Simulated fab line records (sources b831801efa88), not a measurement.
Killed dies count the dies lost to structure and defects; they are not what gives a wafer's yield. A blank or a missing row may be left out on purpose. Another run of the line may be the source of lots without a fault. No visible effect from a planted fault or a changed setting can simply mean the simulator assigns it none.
fab line records	flow sky130
record lots=11	wafers=33	last-day=50
route steps=708 shown CAPM@550 VIA3@587 CAP2M@603 PAD_OPEN@708
lots untouched by any fault: they come from a run of this same line in which no faults occurred
start-h: the number of hours between the record's first day and the start of the first shown wafer of the lot	wait-h: hours from the lot's prior step to this one	" the same as in the row above	L1.1+2: a row that stands for several wafers	- no value present, or no start provided	* or withheld: withheld	< > ~ a bound
route shown NAME@n: a module of which the file shows steps, and the number in the route of the first	usual: mean/standard deviation taken from wafers without a fault	same: alike in all rows	chamber/n: place in a boat	sites: each site's reading	_std_site: standard deviation across them	_edge_site: inner sites' mean taken away from outer sites' mean	radius-mm: for every site, how far away it sits from the centre of the wafer	mask NAME#n: copy n	behind: the tool/chamber that last shaped the wafer	hold: what put the lot on hold/how long, in hours/how the hold closed	device: the transistor (n, p or np) that didn't switch	end of line: the route-end tests of the same wafers	step lacking rows: just its recipe	killed: at the first sort, the dies lost to defects and structure; wafer yield is something else	map: per-die view of a wafer (x killed, . not killed, _ where there is no die)
set.NAME: the setting as run; set.NAME@STEP: as run at that earlier step	model.NAME: the simulator's own value behind a step, which no gauge read
a sample of lots followed through the steps of the route, with each step as a table and each wafer as a row
services: a tool's chamber out of use, with start hour (start-h, from the record's first day; less than 0 if before it), hours out, and reason
## steps
# step SKY_CAPM_METAL_ETCH_13
# recipe target-depth-nm=220	stop-on=SiO2	chemistry=Cl2/BCl3	target=TiN	pressure-mtorr=10	icp-w=900	bias-w=48.5	Cl2_flow_sccm=60	bcl3-flow-sccm=30	time-s=62.9
# usual bias-w=48.49/0.14	drypump-motor-current-A=5.8/0.35	he-backside-leak-sccm=3.4/0.36	oes-product-au=0.943/0.0083	rf-fwd-power-W=892/4.2	throttle-valve-pct=21.902/0.01
lot.wafer	tool	chamber	start-h	wait-h	bias-w	drypump-motor-current-A	he-backside-leak-sccm	oes-product-au	rf-fwd-power-W	rf-hours-counter-h	throttle-valve-pct
L547.2	rie-metal-03	1	879.30	0.0	48.44	6.2	3.5	0.939	894	13	21.897
L547.3	"	0	"	"	48.41	6.1	3.2	0.939	884	-	21.885
L547.6	"	1	"	"	48.57	6.2	3.6	0.934	898	-	21.905
L548.1	rie-metal-03	0	897.88	0.0	48.59	6.1	3.3	0.957	885	2	21.907
L548.2	"	1	"	"	48.53	6.2	3.5	0.943	895	13	21.898
L548.6	"	0	"	"	48.56	6.1	3.5	0.951	889	-	21.900
L550.3	rie-metal-01	0	918.40	0.0	48.36	5.4	3.4	0.957	891	-	21.908
L550.5	"	1	"	"	48.41	5.6	3.6	0.944	897	-	21.910
L550.6	"	0	"	"	48.55	5.4	3.4	0.943	890	-	21.899
L552.1	rie-metal-02	0	930.30	0.0	48.60	6.3	3.4	0.945	887	13	21.900
L552.2	"	1	"	"	48.29	5.5	3.5	0.949	896	12	21.902
L552.5	"	0	"	"	48.82	6.3	3.3	0.935	886	-	21.907
L556.2	rie-metal-03	1	962.65	0.0	48.60	6.2	3.4	0.939	896	17	21.890
L556.3	"	1	"	"	48.50	6.2	3.3	0.941	902	-	21.898
L556.6	"	0	"	"	48.50	6.1	3.1	0.937	887	-	21.896
L559.2	rie-metal-01	0	969.50	0.0	48.44	5.4	3.1	0.951	889	3	21.894
L559.4	"	1	"	"	48.55	5.6	3.8	0.962	890	-	21.886
L559.6	"	1	"	"	48.60	5.6	3.5	0.966	891	-	21.895
L560.2	rie-metal-02	1	981.33	0.0	48.48	5.5	3.6	0.946	896	15	21.912
L560.3	"	0	"	"	48.62	6.3	3.3	0.943	895	-	21.905
L560.6	"	1	"	"	48.81	5.4	3.6	0.948	890	-	21.886
L564.1	rie-metal-02	1	1004.40	0.0	48.53	5.4	3.4	0.950	896	16	21.911
L564.2	"	0	"	"	48.60	6.3	3.3	0.937	896	17	21.896
L564.6	"	0	"	"	48.32	6.2	3.2	0.939	893	-	21.898
L565.3	rie-metal-01	1	1007.51	0.0	48.34	5.6	3.5	0.938	892	-	21.892
L565.4	"	0	"	"	48.70	5.4	3.2	0.945	890	-	21.908
L565.5	"	0	"	"	48.77	5.4	3.2	0.940	890	-	21.909
L566.3	rie-metal-01	0	1013.23	0.1	48.45	5.4	3.1	0.936	893	-	21.919
L566.4	"	0	"	"	48.48	5.4	3.1	0.944	890	-	21.881
L566.5	"	0	"	"	48.60	5.4	3.1	0.938	896	-	21.911
L567.1	rie-metal-01	0	1019.75	0.0	48.50	5.4	3.2	0.941	888	6	21.905
L567.2	"	0	"	"	48.28	5.4	3.3	0.943	884	-	21.895
L567.5	"	0	"	"	48.37	5.4	3.2	0.942	888	-	21.902
# step SKY_VIA3_ETCH_14
# recipe chemistry=N2/H2	target=BARC	ion-energy-ev=200	source-w=500	bias-w=100	pressure-mtorr=30	n2-flow-sccm=100	h2-flow-sccm=200	stop-on=SiO2	time-s=45.9	target-depth-a=600
# usual bias-w=99.96/0.3	drypump-motor-current-A=5.9/0.38	oes-product-au=0.855/0.0039	rf-fwd-power-W=494.3/2.2	throttle-valve-pct=13.225/0.0082
lot.wafer	tool	chamber	start-h	wait-h	bias-w	drypump-motor-current-A	oes-product-au	rf-fwd-power-W	rf-hours-counter-h	throttle-valve-pct
L547.2	rie-diel-03	1	932.00	0.0	100.46	6.0	0.852	496.7	15	13.235
L547.3	"	2	"	"	100.57	5.5	0.855	497.3	18	13.221
L547.6	"	3	"	"	99.55	6.4	0.857	496.3	-	13.220
L548.1	rie-diel-03	0	948.47	0.0	100.37	6.2	0.860	498.0	15	13.225
L548.2	"	3	"	"	99.83	6.5	0.850	496.1	5	13.211
L548.6	"	3	"	"	99.97	6.5	0.858	498.1	-	13.220
L550.3	rie-diel-01	1	969.32	0.0	100.11	5.8	0.852	495.2	20	13.236
L550.5	"	2	"	"	100.10	6.0	0.852	495.4	-	13.224
L550.6	"	3	"	"	99.87	5.2	0.856	492.2	-	13.220
L552.1	rie-diel-04	1	980.15	0.0	100.33	5.5	0.852	492.1	8	13.220
L552.2	"	2	"	"	100.13	5.4	0.849	496.5	22	13.245
L552.5	"	1	"	"	100.37	5.5	0.858	491.1	-	13.226
L556.2	rie-diel-04	3	1012.20	0.0	100.14	6.3	0.861	493.1	14	13.231
L556.3	"	0	"	"	99.74	6.3	0.847	490.0	21	13.214
L556.6	"	3	"	"	99.85	6.3	0.859	493.6	-	13.212
L559.2	rie-diel-01	1	1018.47	0.0	100.43	5.8	0.853	497.0	22	13.230
L559.4	"	3	"	"	99.85	5.3	0.858	491.8	15	13.245
L559.6	"	2	"	"	99.95	6.0	0.858	498.5	-	13.235
L560.2	rie-diel-01	0	1031.10	0.0	99.87	5.7	0.855	494.2	21	13.225
L560.3	"	1	"	"	99.80	5.8	0.858	493.8	23	13.236
L560.6	"	1	"	"	99.80	5.8	0.852	495.9	-	13.216
L564.1	rie-diel-03	1	1051.52	0.0	99.49	6.0	0.856	494.3	18	13.225
L564.2	"	0	"	"	99.63	6.2	0.849	495.9	17	13.239
L564.6	"	1	"	"	100.05	6.0	0.852	495.4	-	13.231
L565.3	rie-diel-03	0	1055.02	0.0	100.29	6.2	0.855	497.1	18	13.227
L565.4	"	3	"	"	99.74	6.5	0.858	494.1	-	13.225
L565.5	"	1	"	"	99.32	6.0	0.854	495.7	-	13.234
L566.3	rie-diel-04	2	1059.82	0.0	99.71	5.5	0.852	415.1	25	13.220
L566.4	"	3	"	"	99.87	6.4	0.850	415.6	16	13.222
L566.5	"	0	"	"	99.97	6.3	0.854	412.4	-	13.224
L567.1	rie-diel-04	1	1066.40	0.0	99.96	5.5	0.851	412.2	11	13.213
L567.2	"	3	"	"	99.59	6.3	0.855	414.0	16	13.230
L567.5	"	1	"	"	100.21	5.5	0.852	411.9	-	13.225
# step SKY_VIA3_ETCH_15
# recipe target=SiO2	chemistry=C4F8/O2/Ar	target-depth-nm=507	stop-on=TiN	mask-material=KrF-thick	source-w=1500	bias-w=1200	pressure-mtorr=40	c4f8-flow-sccm=withheld	O2_flow_sccm=6	Ar_flow_sccm=300	time-s=78
# usual bias-w=1200/3.1	oes-product-au=0.947/0.0047	rf-fwd-power-W=1488/6.4
lot.wafer	tool	chamber	start-h	wait-h	bias-w	oes-product-au	rf-fwd-power-W	rf-hours-counter-h
L547.2	rie-diel-03	1	932.04	0.0	1201	0.948	1496	15
L547.3	"	2	"	"	1198	0.955	1493	18
L547.6	"	3	"	"	1196	0.943	1486	-
L548.1	rie-diel-03	0	948.51	0.0	1201	0.950	1492	15
L548.2	"	3	"	"	1204	0.946	1487	5
L548.6	"	3	"	"	1201	0.947	1482	-
L550.3	rie-diel-01	1	969.36	0.0	1195	0.951	1499	20
L550.5	"	2	"	"	1201	0.943	1491	-
L550.6	"	3	"	"	1203	0.954	1485	-
L552.1	rie-diel-04	1	980.19	0.0	1203	0.957	1482	9
L552.2	"	2	"	"	1201	0.944	1494	22
L552.5	"	1	"	"	1203	0.949	1479	-
L556.2	rie-diel-04	3	1012.24	0.0	1200	0.948	1485	14
L556.3	"	0	"	"	1205	0.945	1485	21
L556.6	"	3	"	"	1202	0.943	1476	-
L559.2	rie-diel-01	1	1018.51	0.0	1195	0.949	1497	22
L559.4	"	3	"	"	1204	0.951	1482	15
L559.6	"	2	"	"	1201	0.943	1486	-
L560.2	rie-diel-01	0	1031.14	0.0	1197	0.954	1483	21
L560.3	"	1	"	"	1195	0.943	1502	23
L560.6	"	1	"	"	1194	0.940	1489	-
L564.1	rie-diel-03	1	1051.56	0.0	1206	0.942	1489	18
L564.2	"	0	"	"	1204	0.950	1488	17
L564.6	"	1	"	"	1202	0.948	1495	-
L565.3	rie-diel-03	0	1055.06	0.0	1201	0.937	1496	18
L565.4	"	3	"	"	1193	0.941	1486	-
L565.5	"	1	"	"	1204	0.947	1488	-
L566.3	rie-diel-04	2	1059.87	0.0	1203	0.956	1477	25
L566.4	"	3	"	"	1202	0.951	1487	16
L566.5	"	0	"	"	1198	0.952	1480	-
L567.1	rie-diel-04	1	1066.44	0.0	1206	0.944	1476	11
L567.2	"	3	"	"	1205	0.952	1480	16
L567.5	"	1	"	"	1202	0.953	1481	-
# step SKY_CAP2M_CVD_00
# recipe material=SiO2	target-thk-nm=15.5	temp-c=400	time-s=withheld	rf-w=450
# usual heater-power-w=716/99
lot.wafer	tool	chamber	start-h	wait-h	heater-power-w
L547.2	pecvd-01	1	933.51	0.0	644
L547.3	"	0	"	"	621
L547.6	"	2	"	"	764
L548.1	pecvd-03	0	949.99	0.0	707
L548.2	"	2	"	"	752
L548.6	"	1	"	"	830
L550.3	pecvd-03	2	970.87	0.0	722
L550.5	"	0	"	"	647
L550.6	"	2	"	"	734
L552.1	pecvd-01	2	981.66	0.0	783
L552.2	"	1	"	"	643
L552.5	"	2	"	"	775
L556.2	pecvd-01	0	1013.74	0.0	575
L556.3	"	2	"	"	735
L556.6	"	2	"	"	725
L559.2	pecvd-04	2	1020.13	0.0	643
L559.4	"	1	"	"	557
L559.6	"	0	"	"	810
L560.2	pecvd-04	0	1032.79	0.0	851
L560.3	"	2	"	"	696
L560.6	"	2	"	"	686
L564.1	pecvd-04	2	1053.03	0.0	742
L564.2	"	0	"	"	895
L564.6	"	1	"	"	556
L565.3	pecvd-04	0	1056.53	0.0	829
L565.4	"	0	"	"	860
L565.5	"	2	"	"	663
L566.3	pecvd-04	2	1061.33	0.0	709
L566.4	"	0	"	"	889
L566.5	"	2	"	"	700
L567.1	pecvd-01	0	1068.08	0.0	536
L567.2	"	1	"	"	704
L567.5	"	2	"	"	771
# step SKY_PAD_OPEN_PROBE_99
# usual defect-limited-yield=82.4/1.9	killed_at_M0_to_M3=44/7.1	killed_at_M4_up=3.5/2	killed-at-contacts=24/5.3	killed-at-front-end=15/4.8	killed-at-other=0.1/0.35	killed-dies=86/9.3	killed-on-rim=17/4	killed-open=47/7.8	killed-short=39/5.9	sort_bin_3_pad_short=0.8/0.42	sort_bin_5_function=10.3/1.4	sort_bin_6_memory=6.4/1.1	sort_bin_8_speed=0.00/0.034	sort-n-pass=406/9.3	sort-yield-pct=82.4/1.9
# same gross-dies=492	killed-at-back-side=0	sort_bin_4_leakage[%]=0
lot.wafer	tool	chamber	start-h	wait-h	defect-limited-yield[%]	killed_at_M0_to_M3	killed_at_M4_up	killed-at-contacts	killed-at-front-end	killed-at-other	killed-dies	killed-on-rim	killed-open	killed-short	sort_bin_3_pad_short[%]	sort_bin_5_function[%]	sort_bin_6_memory[%]	sort_bin_8_speed[%]	sort-n-pass	sort-yield-pct[%]
L547.2	prober-02	-	1079.03	0.1	85.4	45	5	11	11	0	72	14	35	37	1.6	8.9	4.1	0	420	85.4
L547.3	prober-02	-	1079.08	0.2	82.3	47	3	24	13	0	87	15	44	43	0.8	11.8	5.1	0	405	82.3
L547.6	prober-02	-	1079.23	0.2	82.3	50	3	25	9	0	87	23	53	34	1.2	10.4	6.1	0	405	82.3
L548.1	prober-01	-	1092.44	0.1	83.9	40	3	28	8	0	79	17	46	33	1.6	8.5	5.9	0	413	83.9
L548.2	prober-01	-	1092.49	0.1	83.1	41	2	27	13	0	83	14	46	37	1.2	11.0	4.7	0	409	83.1
L548.6	prober-01	-	1092.69	0.2	83.9	43	5	23	8	0	79	20	51	28	1.6	8.9	5.5	0	413	83.9
L550.3	prober-02	-	1110.85	0.2	83.1	44	2	24	13	0	83	16	54	29	0.8	10.4	5.7	0	409	83.1
L550.5	prober-02	-	1110.95	0.2	81.1	49	2	21	21	0	93	19	45	48	1.0	12.0	5.9	0	399	81.1
L550.6	prober-02	-	1111.00	0.2	84.1	45	2	20	11	0	78	14	38	40	1.0	10.4	4.5	0	414	84.1
L552.1	prober-01	-	1117.58	0.1	83.1	41	8	21	13	0	83	21	44	39	0.4	9.6	6.9	0	409	83.1
L552.2	prober-01	-	1117.63	0.1	80.5	50	4	23	19	0	96	24	46	50	0.8	11.0	7.7	0	396	80.5
L552.5	prober-01	-	1117.78	0.2	83.5	32	6	24	19	0	81	10	44	37	0.8	8.5	7.1	0	411	83.5
L556.2	prober-01	-	1144.99	0.1	80.3	58	4	21	13	1	97	20	55	42	0.6	11.0	8.1	0	395	80.3
L556.3	prober-01	-	1145.04	0.2	81.3	51	3	21	17	0	92	27	54	38	1.0	11.2	6.5	0	400	81.3
L556.6	prober-01	-	1145.19	0.2	81.3	41	5	22	24	0	92	15	43	49	1.0	11.6	6.1	0	400	81.3
L559.2	prober-01	-	1151.38	0.1	81.5	60	6	13	12	0	91	19	46	45	0.6	11.4	6.5	0	401	81.5
L559.4	prober-01	-	1151.48	0.2	83.1	43	5	19	16	0	83	14	44	39	1.2	10.4	5.3	0	409	83.1
L559.6	prober-01	-	1151.58	0.2	79.7	57	4	24	15	0	100	26	46	54	1.2	11.4	7.7	0	392	79.7
L560.2	prober-02	-	1161.61	0.1	85.6	33	6	19	13	0	71	10	36	35	1.2	9.3	3.9	0	421	85.6
L560.3	prober-02	-	1161.66	0.2	83.3	40	0	21	21	0	82	16	40	42	0.6	10.4	5.7	0	410	83.3
L560.6	prober-02	-	1161.81	0.2	77.6	57	3	32	18	0	110	15	61	49	1.4	13.4	7.5	0	382	77.6
L564.1	prober-02	-	1175.26	0.1	83.5	45	4	22	10	0	81	19	39	42	1.2	10.2	5.1	0	411	83.5
L564.2	prober-02	-	1175.31	0.1	81.7	57	1	19	13	0	90	20	51	39	0.4	9.6	8.3	0	402	81.7
L564.6	prober-02	-	1175.51	0.2	83.7	40	4	22	14	0	80	14	30	50	0.8	9.3	6.1	0	412	83.7
L565.3	prober-01	-	1179.86	0.2	80.3	47	5	27	17	1	97	19	56	41	0.2	11.8	7.7	0	395	80.3
L565.4	prober-01	-	1179.91	0.2	83.7	41	7	24	8	0	80	19	32	48	1.8	10.2	4.3	0	412	83.7
L565.5	prober-01	-	1179.96	0.2	82.5	39	1	32	14	0	86	19	37	49	1.2	10.0	6.3	0	406	82.5
L566.3	prober-02	-	1182.77	0.2	82.5	40	1	29	16	0	86	16	45	41	0.6	11.0	5.9	0	406	82.5
L566.4	prober-02	-	1182.82	0.2	82.3	45	5	28	9	0	87	13	41	46	0.4	10.6	6.7	0	405	82.3
L566.5	prober-02	-	1182.87	0.2	82.7	38	7	18	22	0	85	14	47	38	0.6	11.6	5.1	0	407	82.7
L567.1	prober-02	-	1190.00	0.1	86.0	37	1	18	13	0	69	11	37	32	0.6	7.3	6.1	0	423	86.0
L567.2	prober-02	-	1190.05	0.1	79.9	52	1	26	20	0	99	23	62	37	0.8	11.2	8.1	0.41	391	79.5
L567.5	prober-02	-	1190.20	0.2	82.3	39	2	27	19	0	87	19	50	37	0.8	11.4	5.5	0	405	82.3
# killed by level:class
L547.2 VIA1:geometric-particle:open=12 METAL1:geometric-particle:short=7 FIELD_ISO:geometric-particle:short=6 VIA2:geometric-particle:open=6 METAL2:geometric-particle:short=5 VIA1:geometric-particle:short=4 METAL4:geometric-particle:short=4 CONTACT:geometric-particle:open=3
L547.3 VIA1:geometric-particle:open=15 VIA1:geometric-particle:short=11 LI_CONTACT:geometric-particle:open=9 FIELD_ISO:geometric-particle:short=5 LOCAL_INTERCONNECT:geometric-particle:short=5 CONTACT:geometric-particle:open=5 METAL2:geometric-particle:short=4 METAL2:geometric-particle:open=3
L547.6 VIA1:geometric-particle:open=14 CONTACT:geometric-particle:open=12 METAL2:geometric-particle:short=7 VIA2:geometric-particle:open=6 LI_CONTACT:geometric-particle:open=5 METAL1:geometric-particle:short=5 VIA1:geometric-particle:short=5 VIA3:geometric-particle:open=5
L548.1 LI_CONTACT:geometric-particle:open=11 METAL1:geometric-particle:short=11 VIA3:geometric-particle:open=10 LOCAL_INTERCONNECT:geometric-particle:short=6 CONTACT:geometric-particle:open=6 VIA1:geometric-particle:open=6 VIA2:geometric-particle:open=5 POLY_GATE:geometric-particle:open=4
L548.2 CONTACT:geometric-particle:open=12 METAL1:geometric-particle:short=8 VIA1:geometric-particle:short=6 VIA1:geometric-particle:open=6 VIA3:geometric-particle:open=5 POLY_GATE:geometric-particle:open=4 LI_CONTACT:geometric-particle:open=4 VIA3:geometric-particle:short=4
L548.6 VIA1:geometric-particle:open=12 LI_CONTACT:geometric-particle:open=9 VIA2:geometric-particle:open=9 CONTACT:geometric-particle:open=6 VIA3:geometric-particle:open=6 METAL1:geometric-particle:short=5 POLY_GATE:geometric-particle:open=5 VIA1:geometric-particle:short=5
L550.3 VIA1:geometric-particle:open=15 CONTACT:geometric-particle:open=10 LI_CONTACT:geometric-particle:open=8 VIA2:geometric-particle:open=7 METAL2:geometric-particle:short=6 POLY_GATE:geometric-particle:open=5 METAL1:geometric-particle:short=5 VIA1:geometric-particle:short=4
L550.5 VIA1:geometric-particle:short=10 VIA1:geometric-particle:open=10 VIA3:geometric-particle:open=8 CONTACT:geometric-particle:open=6 LI_CONTACT:geometric-particle:open=6 FIELD_ISO:geometric-particle:open=5 POLY_GATE:geometric-particle:short=5 FIELD_ISO:geometric-particle:short=4
L550.6 METAL1:geometric-particle:short=10 CONTACT:geometric-particle:open=8 VIA2:geometric-particle:open=8 VIA1:geometric-particle:open=5 CONTACT:geometric-particle:short=4 LI_CONTACT:geometric-particle:open=4 VIA2:geometric-particle:short=4 METAL2:geometric-particle:short=4
L552.1 LI_CONTACT:geometric-particle:open=9 VIA1:geometric-particle:open=7 CONTACT:geometric-particle:open=6 VIA2:geometric-particle:open=6 METAL2:geometric-particle:short=5 METAL4:geometric-particle:short=5 FIELD_ISO:geometric-particle:short=4 LOCAL_INTERCONNECT:geometric-particle:short=4
L552.2 VIA1:geometric-particle:open=10 FIELD_ISO:geometric-particle:open=7 VIA2:geometric-particle:open=7 VIA3:geometric-particle:open=7 FIELD_ISO:geometric-particle:short=6 LI_CONTACT:geometric-particle:open=6 LI_CONTACT:geometric-particle:short=5 CONTACT:geometric-particle:open=5
L552.5 LI_CONTACT:geometric-particle:open=10 VIA1:geometric-particle:open=8 CONTACT:geometric-particle:open=6 FIELD_ISO:geometric-particle:open=5 METAL4:geometric-particle:short=5 VIA3:geometric-particle:open=4 POLY_GATE:geometric-particle:short=4 LOCAL_INTERCONNECT:geometric-particle:short=4
L556.2 VIA1:geometric-particle:open=17 CONTACT:geometric-particle:open=10 METAL2:geometric-particle:short=10 VIA1:geometric-particle:short=9 VIA2:geometric-particle:open=6 FIELD_ISO:geometric-particle:open=5 LI_CONTACT:geometric-particle:open=5 METAL1:geometric-particle:short=4
L556.3 VIA1:geometric-particle:open=15 CONTACT:geometric-particle:open=8 VIA2:geometric-particle:short=7 VIA2:geometric-particle:open=6 POLY_GATE:geometric-particle:open=5 VIA1:geometric-particle:short=5 VIA3:geometric-particle:open=5 LI_CONTACT:geometric-particle:open=4
L556.6 CONTACT:geometric-particle:open=12 METAL2:geometric-particle:short=9 VIA1:geometric-particle:open=7 FIELD_ISO:geometric-particle:open=6 VIA2:geometric-particle:open=6 FIELD_ISO:geometric-particle:short=5 LOCAL_INTERCONNECT:geometric-particle:short=5 METAL1:geometric-particle:short=5
L559.2 VIA1:geometric-particle:open=19 VIA3:geometric-particle:open=9 METAL1:geometric-particle:short=7 METAL4:geometric-particle:short=6 VIA1:geometric-particle:short=6 CONTACT:geometric-particle:short=5 METAL2:geometric-particle:short=5 VIA2:geometric-particle:open=5
L559.4 METAL1:geometric-particle:short=11 VIA1:geometric-particle:open=9 CONTACT:geometric-particle:open=8 VIA2:geometric-particle:open=7 FIELD_ISO:geometric-particle:open=6 POLY_GATE:geometric-particle:short=5 CONTACT:geometric-particle:short=5 VIA1:geometric-particle:short=5
L559.6 VIA1:geometric-particle:open=12 CONTACT:geometric-particle:open=9 VIA3:geometric-particle:open=8 METAL3:geometric-particle:short=7 LOCAL_INTERCONNECT:geometric-particle:short=6 METAL1:geometric-particle:short=6 POLY_GATE:geometric-particle:short=5 VIA3:geometric-particle:short=5
L560.2 VIA2:geometric-particle:open=7 LI_CONTACT:geometric-particle:open=7 VIA1:geometric-particle:open=7 FIELD_ISO:geometric-particle:short=4 POLY_GATE:geometric-particle:short=4 CONTACT:geometric-particle:open=4 CONTACT:geometric-particle:short=4 METAL4:geometric-particle:short=4
L560.3 VIA1:geometric-particle:open=15 CONTACT:geometric-particle:open=7 FIELD_ISO:geometric-particle:short=6 POLY_GATE:geometric-particle:short=6 METAL2:geometric-particle:short=6 POLY_GATE:geometric-particle:open=5 LI_CONTACT:geometric-particle:open=5 METAL1:geometric-particle:short=5
L560.6 LI_CONTACT:geometric-particle:open=12 CONTACT:geometric-particle:open=10 VIA1:geometric-particle:open=9 METAL2:geometric-particle:short=8 POLY_GATE:geometric-particle:open=7 VIA3:geometric-particle:short=7 VIA3:geometric-particle:open=7 VIA2:geometric-particle:open=7
L564.1 METAL1:geometric-particle:short=10 VIA1:geometric-particle:open=8 LI_CONTACT:geometric-particle:open=7 VIA3:geometric-particle:open=6 VIA2:geometric-particle:open=5 LI_CONTACT:geometric-particle:short=4 CONTACT:geometric-particle:short=4 METAL2:geometric-particle:short=4
L564.2 VIA1:geometric-particle:open=11 CONTACT:geometric-particle:open=10 VIA3:geometric-particle:open=10 METAL2:geometric-particle:short=7 METAL1:geometric-particle:short=6 VIA2:geometric-particle:open=5 LI_CONTACT:geometric-particle:open=4 VIA2:geometric-particle:short=4
L564.6 CONTACT:geometric-particle:open=8 VIA1:geometric-particle:open=8 FIELD_ISO:geometric-particle:short=7 VIA1:geometric-particle:short=7 LI_CONTACT:geometric-particle:open=5 CONTACT:geometric-particle:short=5 METAL1:geometric-particle:short=5 VIA2:geometric-particle:short=5
L565.3 VIA1:geometric-particle:open=13 VIA2:geometric-particle:open=11 LI_CONTACT:geometric-particle:open=10 LOCAL_INTERCONNECT:geometric-particle:short=6 METAL2:geometric-particle:short=6 FIELD_ISO:geometric-particle:open=5 CONTACT:geometric-particle:open=5 CONTACT:geometric-particle:short=4
L565.4 LI_CONTACT:geometric-particle:open=7 VIA1:geometric-particle:short=7 VIA1:geometric-particle:open=7 VIA3:geometric-particle:open=6 METAL4:geometric-particle:short=6 CONTACT:geometric-particle:short=5 VIA3:geometric-particle:short=5 METAL1:geometric-particle:short=5
L565.5 LI_CONTACT:geometric-particle:open=10 METAL2:geometric-particle:short=10 CONTACT:geometric-particle:open=7 VIA1:geometric-particle:open=6 LOCAL_INTERCONNECT:geometric-particle:short=6 CONTACT:geometric-particle:short=6 METAL1:geometric-particle:short=6 FIELD_ISO:geometric-particle:short=4
L566.3 VIA1:geometric-particle:open=11 CONTACT:geometric-particle:open=9 CONTACT:geometric-particle:short=6 VIA2:geometric-particle:open=6 LI_CONTACT:geometric-particle:open=5 LI_CONTACT:geometric-particle:short=5 METAL2:geometric-particle:short=5 POLY_GATE:geometric-particle:short=4
L566.4 CONTACT:geometric-particle:short=9 VIA1:geometric-particle:open=9 VIA2:geometric-particle:open=9 CONTACT:geometric-particle:open=7 VIA2:geometric-particle:short=6 METAL2:geometric-particle:short=6 VIA3:geometric-particle:open=6 LI_CONTACT:geometric-particle:open=5
L566.5 VIA1:geometric-particle:open=9 VIA2:geometric-particle:open=8 FIELD_ISO:geometric-particle:short=7 LI_CONTACT:geometric-particle:open=7 FIELD_ISO:geometric-particle:open=6 METAL4:geometric-particle:short=6 VIA1:geometric-particle:short=6 CONTACT:geometric-particle:open=5
L567.1 VIA1:geometric-particle:open=7 VIA1:geometric-particle:short=7 LI_CONTACT:geometric-particle:open=6 CONTACT:geometric-particle:open=6 VIA3:geometric-particle:open=5 SPACER:geometric-particle:short=4 METAL2:geometric-particle:short=4 METAL3:geometric-particle:short=4
L567.2 VIA1:geometric-particle:open=18 CONTACT:geometric-particle:open=9 VIA2:geometric-particle:open=7 POLY_GATE:geometric-particle:open=6 FIELD_ISO:geometric-particle:open=5 FIELD_ISO:geometric-particle:short=5 LI_CONTACT:geometric-particle:open=5 LOCAL_INTERCONNECT:geometric-particle:short=5
L567.5 CONTACT:geometric-particle:open=14 VIA1:geometric-particle:open=9 VIA3:geometric-particle:open=7 VIA1:geometric-particle:short=6 METAL2:geometric-particle:short=5 FIELD_ISO:geometric-particle:short=4 POLY_GATE:geometric-particle:open=4 SPACER:geometric-particle:open=4
## services
tool	chamber	start-h	hours	kind
rie-diel-04	-	856.70	0.6	repair
pecvd-04	-	867.84	1.4	repair
pecvd-04	-	872.35	2.8	pm
rie-metal-01	-	878.99	2.8	pm
rie-diel-04	3	904.07	4.5	repair
rie-diel-01	-	916.94	0.3	repair
rie-diel-04	-	958.12	0.6	repair
rie-metal-01	-	961.59	0.3	repair
pecvd-04	-	968.15	6.0	pm
rie-diel-04	3	976.31	7.3	repair
rie-diel-03	0	992.67	10.2	repair
rie-diel-03	-	994.00	24.8	repair
rie-diel-01	0	998.69	10.5	repair
rie-diel-03	-	1016.12	1.1	repair
pecvd-01	-	1016.34	4.3	pm
rie-diel-01	2	1019.84	11.0	repair
rie-diel-03	-	1024.45	0.3	repair
rie-diel-01	-	1027.57	0.4	repair
rie-metal-02	-	1030.54	4.2	repair
pecvd-03	-	1033.00	1.7	repair
rie-metal-02	1	1034.24	5.7	repair
rie-diel-03	2	1043.04	19.6	repair
rie-diel-03	2	1065.29	9.8	repair
rie-metal-02	-	1065.79	1.4	pm
## key
first-sign step=SKY_VIA3_ETCH_14	reading=rf-fwd-power-W	direction=down	sigmas=37	usual=494.3	struck=413.5
effect none on later readings
met-at SKY_VIA3_ETCH_14
struck-lots L566,L567
not-acting-at SKY_CAPM_METAL_ETCH_13,SKY_VIA3_ETCH_15,SKY_CAP2M_CVD_00
onset-between 1012.20 1059.82
fault kind=process-parameter-drift	tool=rie-diel-04	chamber=-	onset-h=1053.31	steps=SKY_VIA3_ETCH_14	channel=source-w	offset=-80	shape=step	end-h=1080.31	acts-in=these-recipes-only	stated=500
